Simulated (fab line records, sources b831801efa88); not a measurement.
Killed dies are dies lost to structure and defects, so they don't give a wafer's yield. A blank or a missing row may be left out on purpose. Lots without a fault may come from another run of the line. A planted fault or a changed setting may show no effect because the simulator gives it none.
Chamber matching | flow sky130 | SKY_CONTACT_CMP_04 on cmp-02: 4 sister chambers
The step polishes SiO2. 4 wafers are shown with their chamber, then 7 later ones without.

WAFERS WITH THEIR CHAMBER
wafer  | chamber | motor_current_A (A)
L267.2 | 2       | 11.1
L272.4 | 1       | 11.6
L273.5 | 3       | 9.8
L273.6 | 0       | 10.6

WAFERS WITHOUT THEIR CHAMBER
wafer  | motor_current_A (A)
L274.2 | 10.4
L277.1 | 11.2
L277.2 | 12.2
L277.5 | 10.3
L278.1 | 9.6
L278.2 | 10.3
L278.5 | 12.1

WHICH CHAMBER EACH WENT THROUGH
wafer  | from the rows above          | in truth
L274.2 | can't be placed: 0 or 3 or 2 | 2
L277.1 | can't be placed: 2 or 1 or 0 | 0
L277.2 | can't be placed: 1 or 2      | 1
L277.5 | can't be placed: 0 or 3 or 2 | 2
L278.1 | 3                            | 3
L278.2 | can't be placed: 0 or 3 or 2 | 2
L278.5 | can't be placed: 1 or 2      | 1
Placed correctly: 1 of 7. Can't be placed from these rows: 6 (the true chamber is among the candidates in 6). Placed wrongly: 0.
How it was worked out, from the rows above alone: a wafer's distance from a chamber is the root of the sum, over the readings, of the square of ((its reading less the chamber's mean) divided by the reading's scatter). The wafer belongs to the nearest chamber; if the next one is less than 2 further off, it can't be placed. A chamber's mean is the mean of its shown wafers. The scatter: with one shown wafer a chamber, the root of the mean of the squares of how far each hidden wafer lies from its nearest shown one.
